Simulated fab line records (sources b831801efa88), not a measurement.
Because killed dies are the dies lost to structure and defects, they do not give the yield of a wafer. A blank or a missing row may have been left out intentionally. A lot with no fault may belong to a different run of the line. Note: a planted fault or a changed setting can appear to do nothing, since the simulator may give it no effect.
What tool caused it?	flow sky130	Sampling: 12 lots, 36 wafers, 4 of 708 route steps

WHAT THE GAUGES SHOWED, per wafer
SKY_NWELL_OVL_MEAS_23.
lot	measured	on	NWELL_01_OVL (nm)
L384	day 5 00:25	overlay-02	1.0 -0.5 2.4
L385	day 5 10:53	overlay-01	-1.0 0.5 0.8
L386	day 5 17:44	overlay-02	2.8 1.4 2.9
L387	day 6 01:19	overlay-01	-1.1 0.2 1.4
L388	day 6 08:59	overlay-01	-1.4 -1.2 -0.7
L389	day 6 11:07	overlay-02	1.3 1.8 0.9
L390	day 6 17:07	overlay-02	186.1 186.5 188.5
L393	day 7 13:55	overlay-02	187.8 187.9 186.5
L394	day 7 19:34	overlay-02	187.9 186.3 186.9
L396	day 8 09:34	overlay-01	187.1 189.3 188.9
L402	day 9 18:43	overlay-01	1.3 1.8 1.5
L403	day 10 05:16	overlay-01	0.7 -1.0 0.7

SKY_SONOS_ONO_THK_MEAS_05.
lot	measured	on	SONOS_ONO_CVD_04_THK (nm)
L384	day 11 03:46	film metro-02	5.24 5.36 5.29
L385	day 11 17:32	film metro-03	5.09 5.18 5.00
L386	day 12 01:55	film metro-03	5.19 5.17 5.22
L387	day 12 14:23	film metro-01	5.17 5.12 5.22
L388	day 12 20:41	film metro-02	5.07 5.12 5.19
L389	day 13 00:24	film metro-01	5.10 5.23 5.15
L390	day 13 08:34	film metro-03	5.02 5.07 4.97
L393	day 14 11:40	film metro-03	5.13 5.20 5.09
L394	day 14 18:20	film metro-03	5.27 5.18 5.14
L396	day 15 15:19	film metro-02	5.08 4.99 4.96
L402	day 17 08:52	film metro-01	5.27 5.29 5.25
L403	day 18 00:25	film metro-01	4.90 5.00 4.98

SKY_POLY_CUT_OVL_MEAS_09.
lot	measured	on	POLY_CUT_OVL (nm)
L384	day 23 14:06	overlay-02	9 12 8
L385	day 24 07:02	overlay-02	-3 0 -7
L386	day 24 15:35	overlay-01	-3 0 0
L387	day 25 07:14	overlay-02	-9 -1 -4
L388	day 25 15:03	overlay-01	5 -1 -1
L389	day 25 18:20	overlay-01	5 3 7
L390	day 26 02:50	overlay-02	-2 -5 -2
L393	day 27 09:53	overlay-01	9 1 7
L394	day 27 16:08	overlay-02	-1 1 9
L396	day 28 11:48	overlay-01	6 1 6
L402	day 30 03:23	overlay-02	1 -8 6
L403	day 30 17:11	overlay-02	0 3 2

WHICH TOOL RAN EACH LOT (tool, then ch and the chambers of the sampled wafers, then the start)
lot	SKY_NWELL_EXPOSE_20
L384	iline stepper-02 ch 0, day 4 16:14
L385	iline stepper-02 ch 0, day 5 02:29
L386	iline stepper-01 ch 0, day 5 09:05
L387	iline stepper-02 ch 0, day 5 16:35
L388	iline stepper-02 ch 0, day 6 00:05
L389	iline stepper-01 ch 0, day 6 02:06
L390	iline stepper-01 ch 0, day 6 07:52
L393	iline stepper-01 ch 0, day 7 04:08
L394	iline stepper-01 ch 0, day 7 10:05
L396	iline stepper-01 ch 0, day 7 23:48
L402	iline stepper-02 ch 0, day 9 09:00
L403	iline stepper-02 ch 0, day 9 18:11
- SKY_NWELL_EXPOSE_20: exposes mask NWM COMPLEMENT, target cd 840 nm.

AS READ BY THE TOOLS THEMSELVES (means over the sampled wafers that have a number; for cases with no such wafer, the mark the record gives instead)
SKY_NWELL_EXPOSE_20.
lot	tool	stage vel mm s (mm/s)
L384	iline stepper-02	499.90
L385	iline stepper-02	499.80
L386	iline stepper-01	500.05
L387	iline stepper-02	499.87
L388	iline stepper-02	500.19
L389	iline stepper-01	500.02
L390	iline stepper-01	500.15
L393	iline stepper-01	500.07
L394	iline stepper-01	499.70
L396	iline stepper-01	500.25
L402	iline stepper-02	500.25
L403	iline stepper-02	500.10

THE ANSWER, worked out from the rows above alone
Rule: what is usual is taken from the lots themselves. Put in order of their means at a reading, lots are off if they are a third of the lots or fewer, leave a main group of 4 or more, and stand apart from it by a gap of 3 or more times the standard deviation of the main group's means; of several such gaps the widest counts. The tables above print the reading to a certain number of digits; a main group whose means all agree to those digits is not used. Also off: a lot with no number at a reading for which 4 or more lots have one. All remaining lots with rows at the step are treated as sound. Order of review: gauges by route order, followed by the tools' own readings, for which a lot's mean as printed above is used. At the first step where some lot is off, the reading lying furthest off is the one used; lots without a number count as furthest.
Off: L390, L393, L394, L396, at SKY_NWELL_OVL_MEAS_23 (NWELL_01_OVL). Mean 0.7 nm and standard deviation 1 in the main group.
A tool fits if, at a process step before that reading, it ran every lot that is off, and no sound lot after the first of them. The gauges at SKY_NWELL_OVL_MEAS_23 are tried like those tools. One fits: iline stepper-01 at SKY_NWELL_EXPOSE_20. A fault onset in the window from L389 (day 6 02:06, its last sound lot) to L390 (day 6 07:52, its first lot off) fits.

WHAT THE SIMULATOR HAD PUT IN
Scanner matching overlay: iline stepper-01, from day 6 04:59 on, at SKY_NWELL_EXPOSE_20. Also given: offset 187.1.
Shown lots that were struck: L390, L393, L394, L396. This agrees with what the rule above found.
